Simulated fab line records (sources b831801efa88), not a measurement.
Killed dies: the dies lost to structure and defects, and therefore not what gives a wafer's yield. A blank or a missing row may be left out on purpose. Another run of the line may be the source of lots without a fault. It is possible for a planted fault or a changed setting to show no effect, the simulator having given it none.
Matching of chambers || flow sky130 || SKY_LI_CONTACT_ETCH_15 on rie diel-04: 4 sister chambers
The step etches PSG in C4F8/O2/Ar, stops on Si, target depth 600 nm. 4 wafers are shown with their chamber, then 7 later ones without.

== WAFERS WITH THEIR CHAMBER ==
{"wafer": "L087.6", "chamber": 3, "rf fwd power W (W)": 1492}
{"wafer": "L088.6", "chamber": 1, "rf fwd power W (W)": 1496}
{"wafer": "L090.1", "chamber": 2, "rf fwd power W (W)": 1492}
{"wafer": "L090.4", "chamber": 0, "rf fwd power W (W)": 1488}

== WAFERS MISSING THEIR CHAMBER ==
{"wafer": "L090.5", "rf fwd power W (W)": 1493}
{"wafer": "L091.2", "rf fwd power W (W)": 1500}
{"wafer": "L091.3", "rf fwd power W (W)": 1494}
{"wafer": "L091.5", "rf fwd power W (W)": 1494}
{"wafer": "L093.1", "rf fwd power W (W)": 1503}
{"wafer": "L093.5", "rf fwd power W (W)": 1491}
{"wafer": "L093.6", "rf fwd power W (W)": 1493}

== THE CHAMBER EACH PASSED THROUGH ==
{"wafer": "L090.5", "from the rows above": "can't be placed: 2 or 3 or 1 or 0", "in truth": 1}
{"wafer": "L091.2", "from the rows above": "can't be placed: 1 or 2 or 3", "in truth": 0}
{"wafer": "L091.3", "from the rows above": "can't be placed: 1 or 2 or 3 or 0", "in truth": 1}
{"wafer": "L091.5", "from the rows above": "can't be placed: 1 or 2 or 3 or 0", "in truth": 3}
{"wafer": "L093.1", "from the rows above": "can't be placed: 1 or 2 or 3", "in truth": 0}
{"wafer": "L093.5", "from the rows above": "can't be placed: 2 or 3 or 0 or 1", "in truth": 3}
{"wafer": "L093.6", "from the rows above": "can't be placed: 2 or 3 or 1 or 0", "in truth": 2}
Correct placement for 0 of the 7. Can't be placed from these rows: 7 (the true chamber is among the candidates in 5). 0 placed wrongly.
How it was worked out, from the rows above alone: a wafer's distance from a chamber is the root of the sum, over the readings, of the square of ((its reading less the chamber's mean) divided by the reading's scatter). If the next closest chamber is less than 2 further off than the closest, the wafer can't be placed; otherwise it belongs to the closest. For every chamber, the mean is computed from those of its wafers that are shown. The scatter (one wafer shown for each chamber): square how far every hidden wafer sits from the nearest shown wafer, average those squares and take the square root.
